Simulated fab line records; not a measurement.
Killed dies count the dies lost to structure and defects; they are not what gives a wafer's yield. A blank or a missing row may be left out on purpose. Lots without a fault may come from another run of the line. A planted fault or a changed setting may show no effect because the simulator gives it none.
One fault seen from 2 desks || flow sky130 || what lay behind the numbers comes last; until then each desk has only its own

## METROLOGY DESK
What the gauges read for every lot (on any tool): the sampled wafers with a number, averaged. If a lot's mean is further than 4 standard deviations from the usual mean, the lot is out of limits and carries the mark OUT (the distance appears in the brackets).
Columns: A = VIA4_W_THK at SKY_VIA4_THK_MEAS_20, usual 508 nm
{"lot": "L439", "first seen here": "day 42 11:24", "A": 510}
{"lot": "L440", "first seen here": "day 42 17:25", "A": 499}
{"lot": "L441", "first seen here": "day 43 06:24", "A": 501}
{"lot": "L443", "first seen here": "day 43 15:34", "A": 500}
{"lot": "L445", "first seen here": "day 44 01:20", "A": 503}
{"lot": "L446", "first seen here": "day 44 10:58", "A": 512}
{"lot": "L447", "first seen here": "day 44 14:59", "A": 506}
{"lot": "L448", "first seen here": "day 45 00:25", "A": 522}
{"lot": "L452", "first seen here": "day 46 04:55", "A": 501}
{"lot": "L453", "first seen here": "day 46 08:15", "A": 515}
{"lot": "L457", "first seen here": "day 47 19:23", "A": 529}
{"lot": "L461", "first seen here": "day 48 05:22", "A": 502}
{"lot": "L462", "first seen here": "day 48 10:40", "A": 503}
Finding of this desk: none of the 13 lots has anything out of limits.

## FOR THE TOOL OWNER'S DESK: plasmaAsher-02
The tool's own readings at SKY_FIELD_ISO_STRIP_16 (strips in O2/N2): means of the sampled wafers that have a number, for each lot that ran on this tool. If a lot's mean is further than 4 standard deviations from the usual mean, the lot is out of limits and carries the mark OUT (the distance appears in the brackets).
Columns: A = drypumpMotorCurrentA at SKY_FIELD_ISO_STRIP_16, usual 5.5 A; B = n2FlowSccm at SKY_FIELD_ISO_STRIP_16, usual 300.1 sccm; C = oesProductAu at SKY_FIELD_ISO_STRIP_16, usual 0.378 a.u.; D = stripTimeToEndpointS at SKY_FIELD_ISO_STRIP_16, usual 3.55 s
{"lot": "L441", "first seen here": "day 2 16:04", "A": 5.7, "B": 299.5, "C": 0.378, "D": 3.58}
{"lot": "L445", "first seen here": "day 3 13:25", "A": 5.7, "B": 300.9, "C": 0.380, "D": 3.58}
{"lot": "L446", "first seen here": "day 3 17:16", "A": 5.8, "B": 300.3, "C": 0.377, "D": 3.53}
{"lot": "L447", "first seen here": "day 3 21:31", "A": 5.7, "B": 299.5, "C": 0.376, "D": 3.55}
{"lot": "L448", "first seen here": "day 4 03:04", "A": 5.7, "B": 300.0, "C": 0.380, "D": 3.60}
{"lot": "L452", "first seen here": "day 5 02:04", "A": 5.7, "B": 300.4, "C": 0.375, "D": 3.55}
{"lot": "L453", "first seen here": "day 5 06:05", "A": 5.8, "B": 299.9, "C": 0.376, "D": 3.53}
Finding of this desk: none of the 7 lots has anything out of limits.

## BROUGHT TOGETHER
The metrology desk saw nothing out of limits.
Nothing out of limits was seen by the tool owner's desk.

## WHAT THE SIMULATOR HAD PUT IN
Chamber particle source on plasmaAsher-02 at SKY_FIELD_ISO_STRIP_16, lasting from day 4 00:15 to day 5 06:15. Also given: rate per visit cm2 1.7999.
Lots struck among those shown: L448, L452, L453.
